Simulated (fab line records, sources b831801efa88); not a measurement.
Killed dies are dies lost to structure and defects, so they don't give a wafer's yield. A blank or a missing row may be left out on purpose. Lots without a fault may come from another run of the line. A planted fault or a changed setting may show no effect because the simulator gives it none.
Chamber matching | flow gf180mcu | GF_V5_CMP_04 on cmp-01: 4 sister chambers
The step polishes SiO2. 8 wafers are shown with their chamber, then 9 later ones without.

WAFERS WITH THEIR CHAMBER
wafer  | chamber | motor_current_A (A)
L394.4 | 2       | 9.7
L404.6 | 0       | 13.0
L406.3 | 1       | 13.7
L406.4 | 0       | 12.8
L406.5 | 3       | 9.4
L408.1 | 2       | 10.7
L408.2 | 3       | 9.2
L408.3 | 1       | 12.9

WAFERS WITHOUT THEIR CHAMBER
wafer  | motor_current_A (A)
L409.3 | 10.0
L409.5 | 10.2
L409.6 | 9.2
L411.1 | 9.1
L411.3 | 13.9
L411.5 | 12.7
L412.1 | 10.5
L412.3 | 9.9
L412.5 | 13.6

WHICH CHAMBER EACH WENT THROUGH
wafer  | from the rows above     | in truth
L409.3 | can't be placed: 2 or 3 | 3
L409.5 | can't be placed: 2 or 3 | 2
L409.6 | can't be placed: 3 or 2 | 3
L411.1 | can't be placed: 3 or 2 | 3
L411.3 | can't be placed: 1 or 0 | 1
L411.5 | can't be placed: 0 or 1 | 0
L412.1 | can't be placed: 2 or 3 | 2
L412.3 | can't be placed: 2 or 3 | 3
L412.5 | can't be placed: 1 or 0 | 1
Placed correctly: 0 of 9. Can't be placed from these rows: 9 (the true chamber is among the candidates in 9). Placed wrongly: 0.
How it was worked out, from the rows above alone: a wafer's distance from a chamber is the root of the sum, over the readings, of the square of ((its reading less the chamber's mean) divided by the reading's scatter). The wafer belongs to the nearest chamber; if the next one is less than 2 further off, it can't be placed. A chamber's mean is the mean of its shown wafers. The scatter: the root of (the sum of the squares of (reading less its chamber's mean) over the shown wafers, divided by (wafers less chambers)).
